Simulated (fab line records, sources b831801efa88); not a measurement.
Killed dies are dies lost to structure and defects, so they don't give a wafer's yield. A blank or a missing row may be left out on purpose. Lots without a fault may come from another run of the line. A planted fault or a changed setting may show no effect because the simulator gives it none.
A struck lot beside a sound one | flow sky130 | 14 steps out of a route of 708
Sound: wafers L972.1, L972.3, L972.4. Struck: wafers L984.2, L984.3, L984.4. The cause comes at the end.
At each step with rows: each side's tool, then ch and its chambers, then its first start. Under that, the readings that differ: sound wafers | struck wafers | difference of the means | sigmas: that difference in standard deviations of wafers without a fault.
alike: readings whose means differ by less than 2 such deviations, and words and numbers that are the same on both sides. not compared: withheld readings, readings that some wafer has no value for, bounds like >300 that may hide the same value, and numbers for which the record gives no deviation and whose values overlap.
The two part at a step that has a row with sigmas, a row that says differs or no value, or rows on one side only. Numbers that don't overlap but have no deviation are shown without sigmas and don't part them. A reading that every wafer of one side lacks parts them only if that side has two wafers or more.

SKY_CAPM_OVL_MEAS_12:
  sound on overlay-01, day 39 01:04; struck on overlay-01, day 42 18:07
  alike: CAPM_OVL
SKY_CAPM_METAL_ETCH_13: etches TiN in Cl2/BCl3, stops on SiO2, target depth 220 nm, time 62.9 s.
  sound on rie_metal-02 ch 0,1, day 39 01:06; struck on rie_metal-01 ch 0,1, day 42 18:09
  reading                     | sound          | struck         | difference | sigmas
  drypump_motor_current_A (A) | 5.62 5.66 5.62 | 4.84 4.85 5.62 | -0.53      | -2
  alike: he_backside_leak_sccm, oes_product_au, throttle_valve_pct
  not compared: rf_hours_counter_h
SKY_CAPM_STRIP_14: strips in O2/N2.
  sound on plasma_asher-01 ch 0,1, day 39 01:11; struck on plasma_asher-01 ch 0,1, day 42 18:13
  alike: drypump_motor_current_A, o2_flow_sccm, oes_product_au, strip_time_to_endpoint_s
  not compared: rf_hours_counter_h
then, 9 steps without rows for these wafers: SKY_CAPM_STRIP_15 (strips in post etch residue remover, time 1200 s); SKY_CAPM_CLEAN_16 (cleans in IPA, time 180 s); SKY_CAPM_CLEAN_17 (cleans in O3/DIW); SKY_METAL3_DEHYDRATE_05 (time 60 s); SKY_METAL3_HMDS_06 (prime time 60 s); SKY_METAL3_COAT_07 (resist thk 60 nm); SKY_METAL3_COAT_08 (resist thk 1140 nm); SKY_METAL3_SOFTBAKE_09 (time 90 s); SKY_METAL3_EXPOSE_10 (exposes mask MM3, target cd 300 nm).
SKY_METAL3_PEB_11:
  sound on litho_track-03 ch 0, day 40 01:00; struck on litho_track-03, day 43 18:00
  reading         | sound          | struck | difference                    | sigmas
  exhaust_pa (Pa) | 45.7 45.0 46.1 | - - -  | no value on the struck wafers |
  not compared: chill_plate_temp_C
then, 1 step without rows for these wafers: SKY_METAL3_DEVELOP_12 (develop time 60 s).

WHERE THEY PART
First at SKY_CAPM_METAL_ETCH_13; last, within this record, at SKY_METAL3_PEB_11.

WHY: what the simulator had put in
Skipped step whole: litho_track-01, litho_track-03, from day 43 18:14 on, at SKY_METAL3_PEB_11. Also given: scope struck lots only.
